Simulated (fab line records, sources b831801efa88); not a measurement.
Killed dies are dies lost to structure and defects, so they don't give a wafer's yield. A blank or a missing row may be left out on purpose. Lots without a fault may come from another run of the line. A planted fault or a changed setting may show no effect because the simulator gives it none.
Problem report in the 8D (eight disciplines) form, filled by code | flow gf180mcu | the parts of the form that need people (team, actions taken, sign-off) are left out

1. THE PROBLEM
V4_CVD_00_THK at GF_V4_THK_MEAS_01 reads a mean of 898 nm on 3 wafers of 2 lots; wafers without a fault read 603 nm with a standard deviation of 7.3. That is +40 standard deviations from the usual mean.
First seen on wafer L847.5, day 30 00:32, on film_metro-01. The record holds 36 wafers of 12 lots with a number at this step. Rule for "out", or "out of limits": more than 4 standard deviations from the usual mean. The other wafers with a number count as sound.

2. WHAT IT IS AND WHAT IT IS NOT
question                    | is                           | is not
which readings at this step | V4_CVD_00_THK                | -
which lots                  | L847, L848                   | L828, L829, L830, L832, L833, L834, L835, L837, L838, L851
which wafers of those lots  | L847.5, L848.3, L848.6       | L847.1, L847.4, L848.4
read on which gauges        | film_metro-01, film_metro-03 | film_metro-02
when                        | from day 30 00:32            | up to then (29 sound wafers); but 4 sound wafers of L848, L851 came after

3. SUSPECTS, AND WHAT RULES EACH OUT
Counting: a tool at a process step up to the reading stays a suspect if it ran every lot that is out. Sound lots after the first of them don't rule it out here, since some wafers of a struck lot are sound.
- the gauge at GF_V4_THK_MEAS_01: ruled out. The wafers that are out were read on 2 gauges (film_metro-01, film_metro-03).
- hdpcvd-01 at GF_V4_CVD_00 (deposits SiO2, target thk 600 nm, time 100 s): kept. It ran every lot that is out, first L847 (day 30 00:28); its last sound lot up to then is L834 (day 26 06:30). Its own readings are out on those wafers: sih4_flow_sccm.
- Within hdpcvd-01 at GF_V4_CVD_00: the wafers that are out ran in chamber 1; their sound lot-mates ran in chamber 0.
Left after counting: hdpcvd-01 at GF_V4_CVD_00.

4. THE CAUSE (what the simulator had put in)
Process parameter drift: hdpcvd-01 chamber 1, from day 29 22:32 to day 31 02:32, at GF_V4_CVD_00. Setting sih4_flow_sccm, moved by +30, from 60. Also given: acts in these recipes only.
Counting left only this tool.

5. THE CHAIN OF EFFECTS, in route order
Each row: a reading whose mean over the struck wafers that have a number lies more than 3 standard deviations from the usual. Only readings for which the record gives a usual standard deviation are gone through. hours: the time from each lot's start at the first step in this table that gives one to its start at this step, as a median over the lots. sigmas: the change in usual standard deviations.
hours | step              | reading        | usual      | on struck wafers | change | sigmas
0     | GF_V4_CVD_00      | sih4_flow_sccm | 59.99 sccm | 89.93            | +29.94 | +99 or more
0     | GF_V4_THK_MEAS_01 | V4_CVD_00_THK  | 603 nm     | 898              | +295   | +40
The process steps in it:
- GF_V4_CVD_00: deposits SiO2, target thk 600 nm, time 100 s.
Later measuring or inspecting steps at which every struck wafer that the step has a row for has a number for every such reading, and none has moved that far: GF_V4_BOW_MEAS_05.

6. WHAT WOULD HAVE CAUGHT IT SOONER
In this record the first reading out of limits at a measuring or inspecting step was taken at day 30 00:32, 2 hours after the fault began at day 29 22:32.
The tool's own readings at GF_V4_CVD_00 were out on every struck wafer that the step has a row for (sih4_flow_sccm): an alarm limit on them would have fired on the first of those.
Of the lots that are out (2), L848 began GF_V4_CVD_00 on hdpcvd-01 after day 30 00:32. A hold on the tool at that time would have spared it.
